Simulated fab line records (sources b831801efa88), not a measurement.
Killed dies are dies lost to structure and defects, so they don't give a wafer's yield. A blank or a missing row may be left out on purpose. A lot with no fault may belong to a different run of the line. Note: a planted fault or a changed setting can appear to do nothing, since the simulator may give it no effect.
The tool behind it: which one? ; flow gf180mcu ; 33 wafers from 11 lots sampled at 5 of the route's 602 steps

== WHAT EACH GAUGE READ, for each wafer ==
GF_CONTACT_THK_MEAS_01.
lot;measured;on;CONTACT_CVD_00_THK (nm)
L699;day 16 05:52;film_metro-02;298 298 297
L700;day 16 16:29;film_metro-02;295 297 294
L701;day 16 20:48;film_metro-01;304 301 301
L705;day 18 02:10;film_metro-02;255 258 255
L707;day 18 20:33;film_metro-02;257 257 254
L713;day 21 05:01;film_metro-04;297 302 301
L714;day 21 13:01;film_metro-01;304 299 303
L716;day 22 12:44;film_metro-01;305 306 299
L717;day 22 16:53;film_metro-01;299 302 298
L718;day 23 04:28;film_metro-04;297 301 298
L719;day 23 13:58;film_metro-02;298 293 298

== WHAT TOOL EACH LOT RAN ON (gives the tool, then ch and the chambers of the sampled wafers, and finally the start) ==
lot;GF_PSD_STRIP_10;GF_SAB_STRIP_13;GF_SALICIDE_SPUTTER_02;GF_CONTACT_CVD_00
L699;plasma_asher-04 ch 0,1, day 15 06:50;plasma_asher-02 ch 1, day 16 05:04;pvd_sputter-02, day 16 05:17;hdpcvd-01 ch 0,2, day 16 05:49
L700;plasma_asher-04 ch 0,1, day 15 17:20;plasma_asher-03 ch 0,1, day 16 15:42;pvd_sputter-01, day 16 15:55;hdpcvd-01 ch 0,1,2, day 16 16:26
L701;plasma_asher-04 ch 0,1, day 15 21:28;plasma_asher-02 ch 0,1, day 16 20:03;pvd_sputter-02, day 16 20:14;hdpcvd-02 ch 0,1, day 16 20:46
L705;plasma_asher-04 ch 0,1, day 17 02:59;plasma_asher-02 ch 0,1, day 18 01:24;pvd_sputter-03, day 18 01:35;hdpcvd-02 ch 1,2, day 18 02:07
L707;plasma_asher-01 ch 0,1, day 17 21:02;plasma_asher-03 ch 0,1, day 18 19:47;pvd_sputter-02, day 18 19:59;hdpcvd-02 ch 1,2, day 18 20:31
L713;plasma_asher-01 ch 0,1, day 20 03:23;plasma_asher-04 ch 0,1, day 21 04:15;pvd_sputter-03, day 21 04:26;hdpcvd-01 ch 0,2, day 21 04:58
L714;plasma_asher-03 ch 0,1, day 20 11:24;plasma_asher-02 ch 0,1, day 21 12:17;pvd_sputter-01, day 21 12:26;hdpcvd-01 ch 1,2, day 21 12:58
L716;plasma_asher-03 ch 1, day 21 11:47;plasma_asher-03 ch 0,1, day 22 11:58;pvd_sputter-02, day 22 12:08;hdpcvd-02 ch 1,2, day 22 12:41
L717;plasma_asher-01 ch 0,1, day 21 15:53;plasma_asher-03 ch 0,1, day 22 16:08;pvd_sputter-03, day 22 16:17;hdpcvd-02 ch 0,1,2, day 22 16:49
L718;plasma_asher-01 ch 0,1, day 22 03:59;plasma_asher-02 ch 0, day 23 03:40;pvd_sputter-03, day 23 03:50;hdpcvd-02 ch 1,2, day 23 04:25
L719;plasma_asher-01 ch 0,1, day 22 13:55;plasma_asher-02 ch 0,1, day 23 13:14;pvd_sputter-01, day 23 13:23;hdpcvd-02 ch 0,2, day 23 13:55
- GF_PSD_STRIP_10: strips in O2/N2.
- GF_SAB_STRIP_13: strips in O2/N2.
- GF_SALICIDE_SPUTTER_02: material Co, target thk 10 nm, time 20 s.
- GF_CONTACT_CVD_00: deposits SiO2, target thk 300 nm, time 50 s.

== THE ANSWER, worked out from the rows above alone ==
Rule: usual is defined by the lots themselves. Put in order of their means at a reading, lots are off if they are a third of the lots or fewer, leave a main group of 4 or more, and stand apart from it by a gap of 3 or more times the standard deviation of the main group's means; of several such gaps the widest counts. A main group is skipped when, at the precision printed for the reading in the tables above, its means are all equal. A lot without any number at a reading at which 4 lots or more have one is off too. Where the step has rows for the other lots, those lots are counted as sound.
Off: L705, L707, seen at GF_CONTACT_THK_MEAS_01 (CONTACT_CVD_00_THK). For the main group the mean is 299 nm and the standard deviation 2.6.
A tool fits if, at a process step before that reading, it ran every lot that is off, and no sound lot after the first of them. Gauges at GF_CONTACT_THK_MEAS_01: tried the same way as those tools. No candidate that was tried fits.

== WHAT HAD BEEN PUT IN BY THE SIMULATOR ==
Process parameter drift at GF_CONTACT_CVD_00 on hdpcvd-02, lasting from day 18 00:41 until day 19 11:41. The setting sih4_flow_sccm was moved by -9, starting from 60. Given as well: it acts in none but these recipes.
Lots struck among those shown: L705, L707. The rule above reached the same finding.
